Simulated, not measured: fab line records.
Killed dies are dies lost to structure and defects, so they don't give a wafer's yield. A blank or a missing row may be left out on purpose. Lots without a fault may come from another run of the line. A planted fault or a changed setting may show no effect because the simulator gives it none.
A struck lot beside a sound one / flow sky130 / 22 steps out of a route of 708
Sound: these wafers, L508.1, L508.2, L508.5. Wafers struck: L511.1, L511.2, L511.3. Last of all comes the cause.
At each step with rows: each side's tool, then ch and its chambers, then its first start. Under that, the readings that differ: sound wafers / struck wafers / difference of the means / sigmas: that difference in standard deviations of wafers without a fault.
alike: same words and numbers on both sides, and readings whose means sit less than 2 such deviations apart. not compared: any withheld reading, any reading some wafer has no value for, any bound like >300 that may hide the same value, and any number with overlapping values for which the record gives no deviation.
The two part at a step that has a row with sigmas, a row that says differs or no value, or rows on one side only. Numbers that have no deviation but don't overlap get no sigmas and don't part them. A reading missing from all wafers of one side parts the sides only when that side holds two or more wafers.

first, 6 steps without rows for these wafers: SKY_RES_XHIGH_COAT_02 (resist thk 1140 nm); SKY_RES_XHIGH_SOFTBAKE_03 (time 60 s); SKY_RES_XHIGH_EXPOSE_04 (exposes mask URPM, target cd 1270 nm); SKY_RES_XHIGH_PEB_05; SKY_RES_XHIGH_DEVELOP_06 (develop time 60 s); SKY_RES_XHIGH_IMPLANT_07.
SKY_RES_XHIGH_STRIP_08: strips in O2/N2.
  sound on plasma asher-01 ch 0,1, day 27 15:44; struck on plasma asher-03 ch 0,1, day 28 05:53
  alike: drypump motor current A, oes product au, strip time to endpoint s
  not compared: rf hours counter h
SKY_RES_XHIGH_TW_MEAS_09:
  sound: film metro-02 at day 27 15:50; struck: film metro-04 at day 28 05:59
reading=RES_XHIGH_TW; sound=1612 1622 1623; struck=1654 1644 1639; difference=+27; sigmas=+2
then, 4 steps without rows for these wafers: SKY_SD_N_DEHYDRATE_00 (time 60 s); SKY_SD_N_HMDS_01 (prime time 60 s); SKY_SD_N_COAT_02 (resist thk 1140 nm); SKY_SD_N_SOFTBAKE_03 (time 60 s).
SKY_SD_N_EXPOSE_04: exposes mask NSDM, target cd 380 nm.
  sound on iline stepper-02 ch 0, day 28 06:31; struck on iline stepper-01 ch 0, day 28 19:47
reading=mask; sound=NSDM#0 NSDM#0 NSDM#0; struck=URPM#0 URPM#0 URPM#0; difference=differs; sigmas=
  alike: exposure dose mJ cm2
then, 2 steps without rows for these wafers: SKY_SD_N_PEB_05; SKY_SD_N_DEVELOP_06 (develop time 60 s).
SKY_SD_N_CD_MEAS_07: target cd 380 nm.
  sound: cd sem-02 at day 28 20:05; struck: cd sem-01 at day 29 09:56
reading=cd nm (nm); sound=375.3 374.3 373.3; struck=- - -; difference=no value on the struck wafers; sigmas=
SKY_SD_N_OVL_MEAS_08:
  sound: overlay-01 at day 28 20:12; struck: overlay-02 at day 29 10:04
reading=SD_N_OVL (nm); sound=-1.6 -0.5 -1.2; struck=- - -; difference=no value on the struck wafers; sigmas=
then, 2 steps without rows for these wafers: SKY_SD_N_IMPLANT_09; SKY_SD_N_IMPLANT_10.
SKY_SD_N_STRIP_11: strips in O2/N2.
  sound on plasma asher-02 ch 0,1, day 28 20:32; struck on plasma asher-02 ch 0,1, day 29 10:24
  alike: drypump motor current A, oes product au, strip time to endpoint s
  not compared: rf hours counter h
SKY_SD_N_TW_MEAS_12:
  sound: film metro-02 at day 28 20:38; struck: film metro-02 at day 29 10:47
reading=SD_N_TW; sound=3977 3973 3958; struck=30 30 30; difference=-3939; sigmas=-99 or more
  not compared: hold
SKY_PAD_OPEN_PROBE_99:
  the record has rows for the sound wafers here (prober-02, day 46 09:04) and none for the struck ones

WHERE THEY PART
Last at SKY_PAD_OPEN_PROBE_99 as far as this record goes, first at SKY_RES_XHIGH_TW_MEAS_09.

WHY: the cause the simulator had injected
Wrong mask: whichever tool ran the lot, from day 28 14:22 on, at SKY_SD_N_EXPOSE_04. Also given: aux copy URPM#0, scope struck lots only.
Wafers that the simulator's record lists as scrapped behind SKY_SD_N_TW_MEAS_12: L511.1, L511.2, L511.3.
